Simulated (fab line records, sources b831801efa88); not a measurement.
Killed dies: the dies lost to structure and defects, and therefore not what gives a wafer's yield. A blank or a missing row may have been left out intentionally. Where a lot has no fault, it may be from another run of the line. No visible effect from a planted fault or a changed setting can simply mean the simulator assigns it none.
The tool behind it: which one?    flow sky130    18 wafers sampled from 6 lots at 1 step of a route of 708

## WHAT THE GAUGES READ, wafer by wafer
SKY_FIELD_ISO_CD_MEAS_13: the cd target is 150 nm.
lot   measured     on         cd-nm (nm)
L257  day 2 10:21  cd-sem-02  149.8 151.5 150.4
L259  day 2 21:00  cd-sem-01  150.7 151.4 149.1
L262  day 3 14:12  cd-sem-02  151.9 150.5 151.9
L267  day 4 13:42  cd-sem-01  149.1 149.5 149.5
L274  day 6 03:15  cd-sem-02  150.3 150.6 151.3
L277  day 6 19:04  cd-sem-01  150.4 150.6 150.7

## EACH LOT AND THE TOOL THAT RAN IT (in order: tool; ch and the chambers of the sampled wafers; start)
The record shows no process step preceding these readings.

## THE ANSWER, worked out from the rows above alone
Rule: usual is defined by the lots themselves. The widest of any qualifying gaps counts: lots, ordered by their means at a reading, are off when they make up no more than a third of the lots, leave a main group of 4 or more, and stand apart from it by 3 or more times the standard deviation of that group's means. Not used: any main group whose means are identical at the precision the tables above print for the reading. A lot without any number at a reading at which 4 lots or more have one is off too. Where the step has rows for the other lots, those lots are counted as sound.
Nothing can be told from this: no lot is off at any reading shown.

## WHAT WAS PUT IN BY THE SIMULATOR
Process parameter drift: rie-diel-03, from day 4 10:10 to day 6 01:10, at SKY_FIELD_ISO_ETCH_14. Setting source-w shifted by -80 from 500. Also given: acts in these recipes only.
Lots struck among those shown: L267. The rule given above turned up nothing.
